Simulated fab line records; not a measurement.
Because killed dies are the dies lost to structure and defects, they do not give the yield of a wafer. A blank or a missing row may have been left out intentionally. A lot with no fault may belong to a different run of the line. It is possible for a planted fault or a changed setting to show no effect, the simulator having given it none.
What tool caused it? :: flow gf180mcu :: 24 lots, 72 wafers sampled, at 4 steps of a route of 602

WHAT EACH GAUGE READ, for each wafer
GF_V4_THK_MEAS_03.
lot: L074
measured: day 23 15:53
on: film-metro-03
V4_CVD_02_THK (nm): 839 838 848

lot: L075
measured: day 23 22:41
on: film-metro-03
V4_CVD_02_THK (nm): 835 854 861

lot: L076
measured: day 24 05:55
on: film-metro-04
V4_CVD_02_THK (nm): 839 839 854

lot: L077
measured: day 24 10:16
on: film-metro-01
V4_CVD_02_THK (nm): 844 845 856

lot: L078
measured: day 24 21:38
on: film-metro-03
V4_CVD_02_THK (nm): 850 862 852

lot: L079
measured: day 25 22:41
on: film-metro-04
V4_CVD_02_THK (nm): 844 854 866

lot: L081
measured: day 26 02:54
on: film-metro-03
V4_CVD_02_THK (nm): 835 846 857

lot: L080
measured: day 26 11:23
on: film-metro-03
V4_CVD_02_THK (nm): 847 847 860

lot: L082
measured: day 26 16:02
on: film-metro-04
V4_CVD_02_THK (nm): 839 840 852

lot: L083
measured: day 26 17:01
on: film-metro-01
V4_CVD_02_THK (nm): 853 857 856

lot: L084
measured: day 27 00:16
on: film-metro-01
V4_CVD_02_THK (nm): 842 841 845

lot: L085
measured: day 27 11:18
on: film-metro-04
V4_CVD_02_THK (nm): 855 866 870

lot: L086
measured: day 27 16:11
on: film-metro-01
V4_CVD_02_THK (nm): 853 865 867

lot: L087
measured: day 27 22:31
on: film-metro-03
V4_CVD_02_THK (nm): 844 842 863

lot: L088
measured: day 28 14:27
on: film-metro-04
V4_CVD_02_THK (nm): 849 856 863

lot: L089
measured: day 28 16:32
on: film-metro-04
V4_CVD_02_THK (nm): 846 859 857

lot: L090
measured: day 28 18:32
on: film-metro-04
V4_CVD_02_THK (nm): 835 861 858

lot: L091
measured: day 29 05:27
on: film-metro-01
V4_CVD_02_THK (nm): 852 841 860

lot: L092
measured: day 29 10:39
on: film-metro-03
V4_CVD_02_THK (nm): 836 831 848

lot: L093
measured: day 29 16:34
on: film-metro-03
V4_CVD_02_THK (nm): 845 844 863

lot: L094
measured: day 30 02:38
on: film-metro-04
V4_CVD_02_THK (nm): 839 852 860

lot: L095
measured: day 30 09:55
on: film-metro-03
V4_CVD_02_THK (nm): 830 839 851

lot: L096
measured: day 30 16:34
on: film-metro-01
V4_CVD_02_THK (nm): 838 851 852

lot: L097
measured: day 30 18:20
on: film-metro-01
V4_CVD_02_THK (nm): 836 852 845

EACH LOT AND THE TOOL THAT RAN IT (in order: tool; ch and the chambers of the sampled wafers; start)
lot: L074
GF_V1_CVD_02: pecvd-04 ch 0,1, day 17 09:02
GF_M4_SPUTTER_00: pvd-sputter-03, day 22 15:09
GF_M4_SPUTTER_04: pvd-sputter-03, day 22 15:20

lot: L075
GF_V1_CVD_02: pecvd-03 ch 0,2, day 17 14:51
GF_M4_SPUTTER_00: pvd-sputter-02, day 22 23:11
GF_M4_SPUTTER_04: pvd-sputter-02, day 22 23:22

lot: L076
GF_V1_CVD_02: pecvd-03 ch 0,1, day 17 20:08
GF_M4_SPUTTER_00: pvd-sputter-02, day 23 05:41
GF_M4_SPUTTER_04: pvd-sputter-02, day 23 05:52

lot: L077
GF_V1_CVD_02: pecvd-01 ch 0,1, day 18 03:28
GF_M4_SPUTTER_00: pvd-sputter-01, day 23 10:40
GF_M4_SPUTTER_04: pvd-sputter-01, day 23 10:51

lot: L078
GF_V1_CVD_02: pecvd-04 ch 0,1, day 18 15:35
GF_M4_SPUTTER_00: pvd-sputter-01, day 23 22:18
GF_M4_SPUTTER_04: pvd-sputter-01, day 23 22:29

lot: L079
GF_V1_CVD_02: pecvd-01 ch 0,1, day 19 01:50
GF_M4_SPUTTER_00: pvd-sputter-02, day 24 11:42
GF_M4_SPUTTER_04: pvd-sputter-02, day 24 11:53

lot: L081
GF_V1_CVD_02: pecvd-01 ch 1,2, day 19 21:29
GF_M4_SPUTTER_00: pvd-sputter-02, day 25 01:56
GF_M4_SPUTTER_04: pvd-sputter-02, day 25 02:07

lot: L080
GF_V1_CVD_02: pecvd-04 ch 0,1, day 20 02:30
GF_M4_SPUTTER_00: pvd-sputter-01, day 25 21:43
GF_M4_SPUTTER_04: pvd-sputter-01, day 25 21:54

lot: L082
GF_V1_CVD_02: pecvd-04 ch 0,1,2, day 20 06:29
GF_M4_SPUTTER_00: pvd-sputter-02, day 25 22:47
GF_M4_SPUTTER_04: pvd-sputter-02, day 25 22:58

lot: L083
GF_V1_CVD_02: pecvd-03 ch 0,1,2, day 20 07:29
GF_M4_SPUTTER_00: pvd-sputter-01, day 25 23:01
GF_M4_SPUTTER_04: pvd-sputter-01, day 25 23:12

lot: L084
GF_V1_CVD_02: pecvd-01 ch 0,1,2, day 20 22:19
GF_M4_SPUTTER_00: pvd-sputter-03, day 26 02:49
GF_M4_SPUTTER_04: pvd-sputter-03, day 26 03:00

lot: L085
GF_V1_CVD_02: pecvd-01 ch 0,1,2, day 21 07:58
GF_M4_SPUTTER_00: pvd-sputter-02, day 26 14:10
GF_M4_SPUTTER_04: pvd-sputter-02, day 26 14:20

lot: L086
GF_V1_CVD_02: pecvd-04 ch 1,2, day 21 10:50
GF_M4_SPUTTER_00: pvd-sputter-02, day 26 18:35
GF_M4_SPUTTER_04: pvd-sputter-02, day 26 18:46

lot: L087
GF_V1_CVD_02: pecvd-04 ch 0,2, day 22 02:29
GF_M4_SPUTTER_00: pvd-sputter-03, day 27 01:27
GF_M4_SPUTTER_04: pvd-sputter-03, day 27 01:38

lot: L088
GF_V1_CVD_02: pecvd-03 ch 1,2, day 22 11:59
GF_M4_SPUTTER_00: pvd-sputter-01, day 27 17:41
GF_M4_SPUTTER_04: pvd-sputter-01, day 27 17:53

lot: L089
GF_V1_CVD_02: pecvd-03 ch 0,1,2, day 22 17:40
GF_M4_SPUTTER_00: pvd-sputter-03, day 27 19:42
GF_M4_SPUTTER_04: pvd-sputter-03, day 27 19:53

lot: L090
GF_V1_CVD_02: pecvd-01 ch 0,1,2, day 22 21:53
GF_M4_SPUTTER_00: pvd-sputter-01, day 27 21:01
GF_M4_SPUTTER_04: pvd-sputter-01, day 27 21:12

lot: L091
GF_V1_CVD_02: pecvd-01 ch 0,1,2, day 23 09:01
GF_M4_SPUTTER_00: pvd-sputter-02, day 28 09:20
GF_M4_SPUTTER_04: pvd-sputter-02, day 28 09:31

lot: L092
GF_V1_CVD_02: pecvd-04 ch 0,1,2, day 23 15:02
GF_M4_SPUTTER_00: pvd-sputter-03, day 28 15:02
GF_M4_SPUTTER_04: pvd-sputter-03, day 28 15:13

lot: L093
GF_V1_CVD_02: pecvd-03 ch 0,2, day 24 03:01
GF_M4_SPUTTER_00: pvd-sputter-01, day 28 20:51
GF_M4_SPUTTER_04: pvd-sputter-01, day 28 21:02

lot: L094
GF_V1_CVD_02: pecvd-04 ch 0,2, day 24 10:01
GF_M4_SPUTTER_00: pvd-sputter-01, day 29 07:47
GF_M4_SPUTTER_04: pvd-sputter-01, day 29 07:58

lot: L095
GF_V1_CVD_02: pecvd-03 ch 1,2, day 24 18:35
GF_M4_SPUTTER_00: pvd-sputter-03, day 29 14:25
GF_M4_SPUTTER_04: pvd-sputter-03, day 29 14:35

lot: L096
GF_V1_CVD_02: pecvd-04 ch 0,1,2, day 25 20:07
GF_M4_SPUTTER_00: pvd-sputter-03, day 29 20:50
GF_M4_SPUTTER_04: pvd-sputter-03, day 29 21:01

lot: L097
GF_V1_CVD_02: pecvd-04 ch 0,1,2, day 25 20:59
GF_M4_SPUTTER_00: pvd-sputter-01, day 29 22:31
GF_M4_SPUTTER_04: pvd-sputter-01, day 29 22:43
- GF_V1_CVD_02: deposits SiO2 from TEOS, target thk 850 nm, time 94.851 s.
- GF_M4_SPUTTER_00: material Ti, target thk 37.5 nm, time 150 s.
- GF_M4_SPUTTER_04: material TiN, target thk 50 nm, time 41.7 s.

AS READ BY THE TOOLS THEMSELVES (means over the sampled wafers that have a number; for cases with no such wafer, the mark the record gives instead)
GF_V1_CVD_02.
lot: L074
tool: pecvd-04
heater-power-w (W): 662

lot: L075
tool: pecvd-03
heater-power-w (W): 737

lot: L076
tool: pecvd-03
heater-power-w (W): 718

lot: L077
tool: pecvd-01
heater-power-w (W): 674

lot: L078
tool: pecvd-04
heater-power-w (W): 727

lot: L079
tool: pecvd-01
heater-power-w (W): 700

lot: L081
tool: pecvd-01
heater-power-w (W): 625

lot: L080
tool: pecvd-04
heater-power-w (W): 650

lot: L082
tool: pecvd-04
heater-power-w (W): 733

lot: L083
tool: pecvd-03
heater-power-w (W): 679

lot: L084
tool: pecvd-01
heater-power-w (W): 714

lot: L085
tool: pecvd-01
heater-power-w (W): 687

lot: L086
tool: pecvd-04
heater-power-w (W): 686

lot: L087
tool: pecvd-04
heater-power-w (W): 709

lot: L088
tool: pecvd-03
heater-power-w (W): 690

lot: L089
tool: pecvd-03
heater-power-w (W): 701

lot: L090
tool: pecvd-01
heater-power-w (W): 732

lot: L091
tool: pecvd-01
heater-power-w (W): 660

lot: L092
tool: pecvd-04
heater-power-w (W): 684

lot: L093
tool: pecvd-03
heater-power-w (W): 724

lot: L094
tool: pecvd-04
heater-power-w (W): 747

lot: L095
tool: pecvd-03
heater-power-w (W): 748

lot: L096
tool: pecvd-04
heater-power-w (W): 714

lot: L097
tool: pecvd-04
heater-power-w (W): 730

GF_M4_SPUTTER_00.
lot: L074
tool: pvd-sputter-03
cathode-dc-power-W (W): 4000.2
throttle-valve-pct (%): 30.0

lot: L075
tool: pvd-sputter-02
cathode-dc-power-W (W): 3999.9
throttle-valve-pct (%): 29.9

lot: L076
tool: pvd-sputter-02
cathode-dc-power-W (W): 3999.3
throttle-valve-pct (%): 30.2

lot: L077
tool: pvd-sputter-01
cathode-dc-power-W (W): 3999.4
throttle-valve-pct (%): 30.5

lot: L078
tool: pvd-sputter-01
cathode-dc-power-W (W): 3999.6
throttle-valve-pct (%): 30.7

lot: L079
tool: pvd-sputter-02
cathode-dc-power-W (W): 3999.6
throttle-valve-pct (%): 29.6

lot: L081
tool: pvd-sputter-02
cathode-dc-power-W (W): 4000.3
throttle-valve-pct (%): 29.0

lot: L080
tool: pvd-sputter-01
cathode-dc-power-W (W): 4000.1
throttle-valve-pct (%): 30.0

lot: L082
tool: pvd-sputter-02
cathode-dc-power-W (W): 4000.0
throttle-valve-pct (%): 29.4

lot: L083
tool: pvd-sputter-01
cathode-dc-power-W (W): 4000.3
throttle-valve-pct (%): 30.5

lot: L084
tool: pvd-sputter-03
cathode-dc-power-W (W): 4000.5
throttle-valve-pct (%): 29.5

lot: L085
tool: pvd-sputter-02
cathode-dc-power-W (W): 3999.9
throttle-valve-pct (%): 29.6

lot: L086
tool: pvd-sputter-02
cathode-dc-power-W (W): 4000.6
throttle-valve-pct (%): 30.1

lot: L087
tool: pvd-sputter-03
cathode-dc-power-W (W): 4000.1
throttle-valve-pct (%): 30.3

lot: L088
tool: pvd-sputter-01
cathode-dc-power-W (W): 3999.8
throttle-valve-pct (%): 30.7

lot: L089
tool: pvd-sputter-03
cathode-dc-power-W (W): 4000.6
throttle-valve-pct (%): 29.7

lot: L090
tool: pvd-sputter-01
cathode-dc-power-W (W): 3999.7
throttle-valve-pct (%): 30.3

lot: L091
tool: pvd-sputter-02
cathode-dc-power-W (W): 3999.6
throttle-valve-pct (%): 29.5

lot: L092
tool: pvd-sputter-03
cathode-dc-power-W (W): 4000.0
throttle-valve-pct (%): 30.4

lot: L093
tool: pvd-sputter-01
cathode-dc-power-W (W): 3999.8
throttle-valve-pct (%): 30.2

lot: L094
tool: pvd-sputter-01
cathode-dc-power-W (W): 4000.0
throttle-valve-pct (%): 30.6

lot: L095
tool: pvd-sputter-03
cathode-dc-power-W (W): 4000.5
throttle-valve-pct (%): 29.7

lot: L096
tool: pvd-sputter-03
cathode-dc-power-W (W): 4000.1
throttle-valve-pct (%): 29.5

lot: L097
tool: pvd-sputter-01
cathode-dc-power-W (W): 4001.0
throttle-valve-pct (%): 30.7

GF_M4_SPUTTER_04.
lot: L074
tool: pvd-sputter-03
cathode-dc-power-W (W): 6499.9
throttle-valve-pct (%): 30.0

lot: L075
tool: pvd-sputter-02
cathode-dc-power-W (W): 6499.9
throttle-valve-pct (%): 29.8

lot: L076
tool: pvd-sputter-02
cathode-dc-power-W (W): 6500.7
throttle-valve-pct (%): 30.0

lot: L077
tool: pvd-sputter-01
cathode-dc-power-W (W): 6500.3
throttle-valve-pct (%): 30.6

lot: L078
tool: pvd-sputter-01
cathode-dc-power-W (W): 6498.9
throttle-valve-pct (%): 30.7

lot: L079
tool: pvd-sputter-02
cathode-dc-power-W (W): 6500.6
throttle-valve-pct (%): 29.7

lot: L081
tool: pvd-sputter-02
cathode-dc-power-W (W): 6500.8
throttle-valve-pct (%): 29.1

lot: L080
tool: pvd-sputter-01
cathode-dc-power-W (W): 6501.2
throttle-valve-pct (%): 30.0

lot: L082
tool: pvd-sputter-02
cathode-dc-power-W (W): 6499.7
throttle-valve-pct (%): 29.4

lot: L083
tool: pvd-sputter-01
cathode-dc-power-W (W): 6499.8
throttle-valve-pct (%): 30.4

lot: L084
tool: pvd-sputter-03
cathode-dc-power-W (W): 6500.0
throttle-valve-pct (%): 29.5

lot: L085
tool: pvd-sputter-02
cathode-dc-power-W (W): 6499.3
throttle-valve-pct (%): 29.9

lot: L086
tool: pvd-sputter-02
cathode-dc-power-W (W): 6498.1
throttle-valve-pct (%): 29.9

lot: L087
tool: pvd-sputter-03
cathode-dc-power-W (W): 6501.2
throttle-valve-pct (%): 30.3

lot: L088
tool: pvd-sputter-01
cathode-dc-power-W (W): 6500.6
throttle-valve-pct (%): 30.6

lot: L089
tool: pvd-sputter-03
cathode-dc-power-W (W): 6500.6
throttle-valve-pct (%): 29.9

lot: L090
tool: pvd-sputter-01
cathode-dc-power-W (W): 6501.4
throttle-valve-pct (%): 30.1

lot: L091
tool: pvd-sputter-02
cathode-dc-power-W (W): 6499.7
throttle-valve-pct (%): 29.4

lot: L092
tool: pvd-sputter-03
cathode-dc-power-W (W): 6500.3
throttle-valve-pct (%): 30.3

lot: L093
tool: pvd-sputter-01
cathode-dc-power-W (W): 6501.4
throttle-valve-pct (%): 30.2

lot: L094
tool: pvd-sputter-01
cathode-dc-power-W (W): 6500.5
throttle-valve-pct (%): 30.6

lot: L095
tool: pvd-sputter-03
cathode-dc-power-W (W): 6500.3
throttle-valve-pct (%): 29.7

lot: L096
tool: pvd-sputter-03
cathode-dc-power-W (W): 6500.5
throttle-valve-pct (%): 29.5

lot: L097
tool: pvd-sputter-01
cathode-dc-power-W (W): 6497.8
throttle-valve-pct (%): 30.7

THE ANSWER, worked out from the rows above alone
Rule: what is usual is taken from the lots themselves. Put in order of their means at a reading, lots are off if they are a third of the lots or fewer, leave a main group of 4 or more, and stand apart from it by a gap of 3 or more times the standard deviation of the main group's means; of several such gaps the widest counts. If all means in a main group match to the digits the tables above print for the reading, that group is not used. Also off: a lot with no number at a reading for which 4 or more lots have one. Where the step has rows for the other lots, those lots are counted as sound. After the gauges, taken in route order, come the tools' own readings; for these a lot's mean is taken, as printed above. The first step at which some lot is off is used, and at that step the reading that is off furthest; a lot without a number counts as furthest.
No lot is off on any of the readings shown, so nothing can be concluded from this.

WHAT HAD BEEN PUT IN BY THE SIMULATOR
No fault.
